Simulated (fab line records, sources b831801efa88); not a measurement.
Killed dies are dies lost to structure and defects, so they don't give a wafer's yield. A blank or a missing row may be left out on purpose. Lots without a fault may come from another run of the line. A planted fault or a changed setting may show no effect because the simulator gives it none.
Which tool did it? | flow gf180mcu | 13 lots, 39 wafers sampled, at 3 steps of a route of 602

WHAT THE GAUGES READ, wafer by wafer
GF_PASSIVATION_THK_MEAS_01.
lot  | measured     | on            | PASSIVATION_CVD_00_THK (nm)
L975 | day 28 02:26 | film_metro-04 | 1002 994 1007
L976 | day 28 16:13 | film_metro-03 | 1001 1004 1008
L977 | day 29 05:41 | film_metro-03 | 984 997 1009
L978 | day 29 07:37 | film_metro-04 | 1004 987 993
L979 | day 29 22:44 | film_metro-01 | 1007 1005 984
L980 | day 30 00:04 | film_metro-03 | 1014 992 999
L981 | day 30 05:36 | film_metro-03 | 1005 982 1012
L982 | day 30 16:12 | film_metro-01 | 982 1000 1016
L983 | day 30 20:22 | film_metro-03 | 999 1016 1019
L990 | day 32 10:05 | film_metro-01 | 982 992 993
L991 | day 32 17:44 | film_metro-03 | 1016 1022 1013
L996 | day 33 19:56 | film_metro-04 | 996 1003 1004
L998 | day 34 08:18 | film_metro-04 | 993 985 1004

WHICH TOOL RAN EACH LOT (tool, then ch and the chambers of the sampled wafers, then the start)
lot  | GF_MIM_SPUTTER_02            | GF_PASSIVATION_CVD_00
L975 | pvd_sputter-03, day 24 11:36 | pecvd-04 ch 1,2, day 28 02:22
L976 | pvd_sputter-04, day 25 01:26 | pecvd-01 ch 0,1,2, day 28 16:07
L977 | pvd_sputter-03, day 25 17:36 | pecvd-01 ch 0,1,2, day 29 05:37
L978 | pvd_sputter-04, day 25 18:05 | pecvd-03 ch 0,1,2, day 29 07:32
L979 | pvd_sputter-01, day 26 10:18 | pecvd-01 ch 0,1,2, day 29 22:39
L980 | pvd_sputter-01, day 26 11:42 | pecvd-01 ch 0,1,2, day 29 23:59
L981 | pvd_sputter-01, day 26 18:49 | pecvd-03 ch 0,1,2, day 30 05:31
L982 | pvd_sputter-01, day 27 07:21 | pecvd-03 ch 1,2, day 30 16:07
L983 | pvd_sputter-04, day 27 11:00 | pecvd-03 ch 0,2, day 30 20:16
L990 | pvd_sputter-04, day 29 06:10 | pecvd-01 ch 0,1,2, day 32 10:01
L991 | pvd_sputter-01, day 29 14:15 | pecvd-01 ch 0,1,2, day 32 17:38
L996 | pvd_sputter-01, day 30 21:40 | pecvd-03 ch 0,1,2, day 33 19:50
L998 | pvd_sputter-03, day 31 11:11 | pecvd-04 ch 0,2, day 34 08:13
- GF_MIM_SPUTTER_02: material AlCu, target thk 450 nm, time 23.9 s.
- GF_PASSIVATION_CVD_00: deposits SiO2 from TEOS, target thk 1000 nm, time 111.95 s.

WHAT THE TOOLS THEMSELVES READ (means of the sampled wafers that have a number; where no wafer has one, the mark that the record gives instead)
GF_MIM_SPUTTER_02.
lot  | tool           | throttle_valve_pct (%)
L975 | pvd_sputter-03 | 30.4
L976 | pvd_sputter-04 | 30.2
L977 | pvd_sputter-03 | 30.7
L978 | pvd_sputter-04 | 30.4
L979 | pvd_sputter-01 | 29.4
L980 | pvd_sputter-01 | 29.2
L981 | pvd_sputter-01 | 29.4
L982 | pvd_sputter-01 | 29.8
L983 | pvd_sputter-04 | 30.2
L990 | pvd_sputter-04 | 30.1
L991 | pvd_sputter-01 | 29.2
L996 | pvd_sputter-01 | 29.2
L998 | pvd_sputter-03 | 30.8

GF_PASSIVATION_CVD_00.
lot  | tool     | heater_power_w (W)
L975 | pecvd-04 | 713
L976 | pecvd-01 | 688
L977 | pecvd-01 | 749
L978 | pecvd-03 | 674
L979 | pecvd-01 | 725
L980 | pecvd-01 | 700
L981 | pecvd-03 | 684
L982 | pecvd-03 | 632
L983 | pecvd-03 | 736
L990 | pecvd-01 | 733
L991 | pecvd-01 | 747
L996 | pecvd-03 | 669
L998 | pecvd-04 | 646

THE ANSWER, worked out from the rows above alone
Rule: what is usual is taken from the lots themselves. Put in order of their means at a reading, lots are off if they are a third of the lots or fewer, leave a main group of 4 or more, and stand apart from it by a gap of 3 or more times the standard deviation of the main group's means; of several such gaps the widest counts. A main group whose means are all the same, to the digits that the tables above print for the reading, isn't used. A lot without any number at a reading at which 4 lots or more have one is off too. The other lots that the step has rows for count as sound. The gauges are gone through in route order, then the tools' own readings, and for those a lot's mean is taken as printed above. The first step at which some lot is off is used, and at that step the reading that is off furthest; a lot without a number counts as furthest.
No lot is off at any reading shown: from this, nothing can be told.

WHAT THE SIMULATOR HAD PUT IN
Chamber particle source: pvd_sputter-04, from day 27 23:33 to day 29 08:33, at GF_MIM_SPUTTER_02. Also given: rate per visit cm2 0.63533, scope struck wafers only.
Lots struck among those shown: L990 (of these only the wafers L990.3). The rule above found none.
